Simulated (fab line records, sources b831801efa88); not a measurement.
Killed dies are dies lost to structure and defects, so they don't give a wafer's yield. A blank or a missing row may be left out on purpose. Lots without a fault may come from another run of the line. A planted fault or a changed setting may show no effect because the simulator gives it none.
fab line records | flow gf180mcu | part 2 of 2: steps 28 to 36 of 36
record lots=5 wafers=15 last_day=34
route steps=602 shown HV_LDD@234 NSD@235 PSD@248 SAB@264
lots that met no fault: from a run of the same line without faults
start_h: hours from the record's first day to the start of the lot's first wafer shown | wait_h: hours since the lot's step before | " the same as in the row above | L1.1+2: a row that stands for several wafers | - no value, or no start given | * or withheld: withheld | < > ~ a bound
route shown NAME@n: a module of which the file shows steps, and the number in the route of the first | usual: mean/standard deviation of fault-free wafers | same: alike in all rows | chamber/n: place in a boat | sites: the reading at each site | _std_site: their standard deviation | _edge_site: outer sites' mean less inner sites' | radius_mm: how far each site lies from the wafer's centre | mask NAME#n: copy n | behind: the tool/chamber that last shaped the wafer | hold: why the lot was held/for how many hours/how that ended | device: the transistor (n, p or np) that didn't switch | end of line: the same wafers' tests at the end of the route | a step without rows: its recipe alone | killed: dies lost to structure and defects at the first sort, not the wafer's yield | map: a wafer's dies, x killed, . not, _ none there
set.NAME: the setting as run; set.NAME@STEP: as run at that earlier step | model.NAME: the simulator's own value behind a step, which no gauge read
lots at some steps of the route; a table a step, a row a wafer
services: from which hour (start_h, from the record's first day; less than 0 if before it) a tool's chamber was out of use, for how many hours, and why
## steps
# step GF_PSD_RTA_13
# recipe temp_c=1025 time_s=20 ambient=N2
# usual lamp_power_pct=36.38/0.054 wafer_temp_C_max=1029.1/1.8
# columns lot.wafer tool chamber start_h wait_h lamp_power_pct wafer_temp_C_max
L076.2 rtp_anneal-02 0 333.85 0.0 36.42 1027.8
L076.4 " 0 " " 36.40 1027.6
L076.5 " 0 " " 36.39 1027.2
L082.1 rtp_anneal-01 0 386.47 0.0 36.37 1030.2
L082.2 " 0 " " 36.31 1031.4
L082.5 " 0 " " 36.26 1032.7
L089.1 rtp_anneal-01 0 450.07 0.0 36.33 1031.7
L089.5 " 0 " " 36.36 1033.7
L089.6 " 0 " " 36.34 1029.5
L094.2 rtp_anneal-02 0 488.78 0.0 36.39 1028.1
L094.5 " 0 " " 36.42 1028.9
L094.6 " 0 " " 36.39 1027.2
L095.1 rtp_anneal-01 0 497.28 0.0 36.34 1032.2
L095.2 " 0 " " 36.31 1029.7
L095.6 " 0 " " 36.29 1030.1
# step GF_PSD_RS_MEAS_14
# recipe thk_meas_gauge=four-point-probe
# usual NSD_RS=46.15/0.083
# columns lot.wafer tool chamber start_h wait_h NSD_RS[ohm/sq]
L076.2 film_metro-02 - 333.94 0.1 46.21
L076.4 " - " " 46.22
L076.5 " - " " 46.26
L082.1 film_metro-03 - 386.55 0.1 46.21
L082.2 " - " " 46.06
L082.5 " - " " 46.26
L089.1 film_metro-03 - 450.15 0.1 46.15
L089.5 " - " " 46.03
L089.6 " - " " 46.11
L094.2 film_metro-02 - 488.87 0.1 46.03
L094.5 " - " " 46.01
L094.6 " - " " 45.97
L095.1 film_metro-02 - 497.37 0.1 46.09
L095.2 " - " " 46.13
L095.6 " - " " 46.10
# step GF_PSD_RS_MEAS_15
# recipe thk_meas_gauge=four-point-probe
# usual PSD_RS=109.05/0.25
# columns lot.wafer tool chamber start_h wait_h PSD_RS[ohm/sq]
L076.2 film_metro-02 - 334.06 0.1 109.05
L076.4 " - " " 108.62
L076.5 " - " " 108.85
L082.1 film_metro-03 - 386.67 0.1 109.06
L082.2 " - " " 109.07
L082.5 " - " " 108.91
L089.1 film_metro-03 - 450.27 0.1 109.15
L089.5 " - " " 108.81
L089.6 " - " " 108.93
L094.2 film_metro-02 - 488.99 0.1 109.02
L094.5 " - " " 108.97
L094.6 " - " " 108.99
L095.1 film_metro-02 - 497.49 0.1 109.30
L095.2 " - " " 109.13
L095.6 " - " " 108.61
# step GF_SAB_CVD_00
# recipe material=SiO2 target_thk_nm=50 precursor=TEOS temp_c=400 time_s=4.9302 rf_w=600
# usual heater_power_w=749/87
# columns lot.wafer tool chamber start_h wait_h heater_power_w
L076.2 pecvd-04 1 334.16 0.1 828
L076.4 " 1 " " 841
L076.5 " 0 " " 689
L082.1 pecvd-04 2 386.79 0.1 766
L082.2 " 0 " " 709
L082.5 " 0 " " 705
L089.1 pecvd-03 0 450.39 0.1 640
L089.5 " 1 " " 628
L089.6 " 2 " " 855
L094.2 pecvd-04 0 489.09 0.1 779
L094.5 " 0 " " 765
L094.6 " 2 " " 773
L095.1 pecvd-01 0 497.61 0.1 723
L095.2 " 1 " " 924
L095.6 " 0 " " 736
# step GF_SAB_THK_MEAS_01
# recipe reads=SiO2_of_SAB_CVD_00
# usual SAB_CVD_00_THK=50.0/0.68
# columns lot.wafer tool chamber start_h wait_h SAB_CVD_00_THK[nm]
L076.2 film_metro-04 - 334.19 0.0 50.2
L076.4 " - " " 51.2
L076.5 " - " " 50.9
L082.1 film_metro-03 - 386.81 0.0 50.4
L082.2 " - " " 49.7
L082.5 " - " " 50.6
L089.1 film_metro-03 - 450.41 0.0 48.7
L089.5 " - " " 49.7
L089.6 " - " " 50.2
L094.2 film_metro-03 - 489.12 0.0 49.2
L094.5 " - " " 50.7
L094.6 " - " " 50.7
L095.1 film_metro-01 - 497.63 0.0 49.4
L095.2 " - " " 49.7
L095.6 " - " " 50.2
# step GF_SAB_DEHYDRATE_02
# recipe temp_c=200 time_s=60
# usual resist_line_temp_C=22.99/0.11
# columns lot.wafer tool chamber start_h wait_h resist_line_temp_C
L076.2 litho_track-02 0 344.81 10.6 23.08
L076.4 " 0 " " 23.09
L076.5 " 0 " " 22.95
L082.1 litho_track-01 0 397.50 10.7 23.09
L082.2 " 0 " " 23.04
L082.5 " 0 " " 23.07
L089.1 litho_track-02 0 462.28 11.9 23.13
L089.5 " 0 " " 22.95
L089.6 " 0 " " 23.10
L094.2 litho_track-02 0 501.01 11.9 23.04
L094.5 " 0 " " 22.80
L094.6 " 0 " " 22.97
L095.1 litho_track-04 0 509.00 11.4 22.98
L095.2 " 0 " " 22.69
L095.6 " 0 " " 22.88
# step GF_SAB_HMDS_03
# recipe prime_time_s=60 prime_temp_c=120
# usual resist_line_temp_C=23.01/0.11
# columns lot.wafer tool chamber start_h wait_h resist_line_temp_C
L076.2 litho_track-02 0 344.96 0.1 23.10
L076.4 " 0 " " 23.09
L076.5 " 0 " " 23.23
L082.1 litho_track-01 0 397.65 0.1 22.87
L082.2 " 0 " " 23.05
L082.5 " 0 " " 22.95
L089.1 litho_track-02 0 462.43 0.1 23.20
L089.5 " 0 " " 23.11
L089.6 " 0 " " 22.97
L094.2 litho_track-02 0 501.16 0.1 23.23
L094.5 " 0 " " 23.07
L094.6 " 0 " " 23.14
L095.1 litho_track-04 0 509.15 0.1 23.01
L095.2 " 0 " " 23.03
L095.6 " 0 " " 23.13
# step GF_SAB_COAT_04
# recipe resist=NOVOLAK spin_rpm=3000 resist_thk_nm=1000
# usual resist_line_temp_C=23.00/0.099 spin_speed_rpm=2999.7/2.3
# columns lot.wafer tool chamber start_h wait_h resist_line_temp_C spin_speed_rpm
L076.2 litho_track-02 0 345.11 0.1 23.15 3002.1
L076.4 " 0 " " 23.00 2999.3
L076.5 " 0 " " 23.04 2998.6
L082.1 litho_track-01 0 397.80 0.1 23.02 2999.2
L082.2 " 0 " " 22.99 2999.9
L082.5 " 0 " " 22.85 3000.5
L089.1 litho_track-02 0 462.58 0.1 22.88 3006.0
L089.5 " 0 " " 22.95 3001.5
L089.6 " 0 " " 23.00 3000.6
L094.2 litho_track-02 0 501.31 0.1 23.09 3002.2
L094.5 " 0 " " 23.09 2998.6
L094.6 " 0 " " 23.09 2999.9
L095.1 litho_track-04 0 509.30 0.1 22.93 2994.8
L095.2 " 0 " " 23.02 2996.2
L095.6 " 0 " " 23.14 3002.0
# step GF_SAB_SOFTBAKE_05
# recipe temp_c=90 time_s=60 resist=NOVOLAK
# usual resist_line_temp_C=23.01/0.11
# columns lot.wafer tool chamber start_h wait_h resist_line_temp_C
L076.2 litho_track-02 0 345.26 0.1 23.07
L076.4 " 0 " " 23.15
L076.5 " 0 " " 23.10
L082.1 litho_track-01 0 397.95 0.1 22.88
L082.2 " 0 " " 22.94
L082.5 " 0 " " 23.10
L089.1 litho_track-02 0 462.73 0.1 23.01
L089.5 " 0 " " 23.09
L089.6 " 0 " " 22.94
L094.2 litho_track-02 0 501.46 0.1 22.85
L094.5 " 0 " " 22.99
L094.6 " 0 " " 22.87
L095.1 litho_track-04 0 509.45 0.1 23.06
L095.2 " 0 " " 22.97
L095.6 " 0 " " 23.13
## services
# columns tool chamber start_h hours kind
rtp_anneal-02 - 272.26 40.0 pm
rie_diel-02 1 275.59 1.4 repair
iline_stepper-01 - 276.18 2.6 repair
implanter-03 - 276.97 4.5 repair
pecvd-04 - 283.27 1.6 repair
pecvd-04 - 284.11 4.6 repair
pecvd-04 - 297.04 4.3 pm
rie_diel-02 2 322.81 2.5 repair
iline_stepper-02 - 327.03 1.7 pm
iline_stepper-02 - 330.95 4.3 pm
pecvd-04 - 368.88 14.0 pm
iline_stepper-01 - 382.72 1.7 pm
iline_stepper-01 - 395.90 7.2 repair
iline_stepper-01 - 397.00 12.2 repair
pecvd-04 - 410.84 2.8 pm
implanter-01 - 415.10 3.8 pm
pecvd-04 - 416.01 0.4 repair
plasma_asher-03 - 423.43 1.2 repair
implanter-03 - 430.02 5.8 pm
pecvd-04 1 430.79 5.7 repair
plasma_asher-02 - 456.09 0.3 repair
rie_diel-02 0 467.54 2.5 repair
iline_stepper-01 - 478.96 1.1 repair
iline_stepper-02 - 494.07 24.9 repair
